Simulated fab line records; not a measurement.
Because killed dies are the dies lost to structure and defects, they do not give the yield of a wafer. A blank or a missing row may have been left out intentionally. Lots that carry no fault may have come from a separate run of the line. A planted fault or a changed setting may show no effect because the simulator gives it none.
Lot-split experiment | flow sfq_line | 23 wafers read from 5 lots, route of 325 steps

## ABOUT THE SPLIT
At SFQ_TRILAYER_M4_ETCH_METAL_ETCH_096 (etches Nb in Cl2/Ar, stops on SiO2, target depth 240 nm, time 120 s), the setting time_s was moved away from the recipe's 120 s on 7 of the 23 wafers read, by -7.5% to +14.8%. This setting was run at the recipe's value on the other wafers.

The reading comes from the split's own step.

## THE READING
KrF_of_TRILAYER_M4_LITHO_COAT_093.thk_nm (the simulator's own value, which no gauge read), in nm, at SFQ_TRILAYER_M4_ETCH_METAL_ETCH_096 (etches Nb in Cl2/Ar, stops on SiO2, target depth 240 nm, time 120 s). There is no usual value for it anywhere in the file. The 16 wafers here that ran the recipe average 386.2 nm, standard deviation 2.7 nm.

wafer  | tool, chamber at the split | time_s as run, s | against the recipe | KrF_of_TRILAYER_M4_LITHO_COAT_093.thk_nm, nm | against lot-mates on the recipe
L074.2 | rie_metal-01, 0            | 120              | recipe             | 384.7                                        | -
L074.3 | rie_metal-01, 1            | 135.4            | +12.8%             | 366.4                                        | -17.5
L074.4 | rie_metal-01, 0            | 120              | recipe             | 383.5                                        | -
L074.5 | rie_metal-01, 1            | 135.4            | +12.8%             | 364.9                                        | -19.0
L074.6 | rie_metal-01, 0            | 120              | recipe             | 383.6                                        | -
L078.1 | rie_metal-04, 1            | 111              | -7.5%              | 397.6                                        | +12.9
L078.3 | rie_metal-04, 0            | 111              | -7.5%              | 395.9                                        | +11.2
L078.4 | rie_metal-04, 1            | 120              | recipe             | 388.5                                        | -
L078.5 | rie_metal-04, 1            | 111              | -7.5%              | 398.2                                        | +13.5
L078.6 | rie_metal-04, 0            | 120              | recipe             | 380.9                                        | -
L079.1 | rie_metal-01, 0            | 120              | recipe             | 386.1                                        | -
L079.2 | rie_metal-01, 1            | 120              | recipe             | 389.3                                        | -
L079.3 | rie_metal-01, 1            | 120              | recipe             | 387                                          | -
L079.5 | rie_metal-01, 0            | 120              | recipe             | 386.5                                        | -
L079.6 | rie_metal-01, 1            | 120              | recipe             | 391.8                                        | -
L081.2 | rie_metal-04, 0            | 120              | recipe             | 384.6                                        | -
L081.3 | rie_metal-04, 0            | 120              | recipe             | 386.6                                        | -
L081.6 | rie_metal-04, 1            | 120              | recipe             | 390.2                                        | -
L084.1 | rie_metal-01, 0            | 137.8            | +14.8%             | 366.3                                        | -19.0
L084.2 | rie_metal-01, 1            | 120              | recipe             | 385.9                                        | -
L084.3 | rie_metal-01, 0            | 120              | recipe             | 385.3                                        | -
L084.4 | rie_metal-01, 1            | 137.8            | +14.8%             | 363.5                                        | -21.8
L084.5 | rie_metal-01, 1            | 120              | recipe             | 384.6                                        | -

THE FIT
A straight line over all 23 wafers: KrF_of_TRILAYER_M4_LITHO_COAT_093.thk_nm changes by -1.5 nm for each +1% of time_s; r = -0.97; the points scatter about the line by 2.5 nm.
The same after taking each lot's own level away (the mean of its wafers on the recipe; 23 wafers): -1.46 nm for each +1%; r = -0.98; scatter 2 nm.
That fit puts the effect of the largest move of time_s on the reading at 22 nm.
Across the lots, their own levels run from 383.93 to 388.14 nm, a range of 1.6 times the standard deviation given above.
Hence the lot-to-lot level has little effect on the slope; both slopes agree.
Check: with one of the wafers moved furthest among these (+14.8%) left out of the fit, the line predicts -22 nm for it against its lot-mates. Against them it came out at -19 nm.

## OTHER SPLITS ON THESE WAFERS
Before the reading, these wafers also passed through other splits. Each is held against what the fit with the lots' levels taken away leaves over:
other split on the same wafers                  | wafers away from the commonest value | r with KrF_of_TRILAYER_M4_LITHO_COAT_093.thk_nm (lot level and that fit taken away)
SFQ_TRILAYER_M2_LITHO_COAT_062 resist_thk_nm    | 5                                    | +0.06
SFQ_TRILAYER_M3_DEP_SPUTTER_073 power_w         | 9                                    | -0.09
SFQ_TRILAYER_M3_BARC_OPEN_METAL_ETCH_100 time_s | 10                                   | -0.04
SFQ_TRILAYER_I3_VIA_LITHO_PEB_088 peb_temp_c    | 5                                    | -0.18
SFQ_TRILAYER_I3_VIA_ETCH_VIA_ETCH_088 source_w  | 10                                   | -0.23

## THE FILE'S OWN FIT
KrF_of_TRILAYER_M4_LITHO_COAT_093.thk_nm changes by -1.43 nm for each +1% of time_s, r = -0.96.
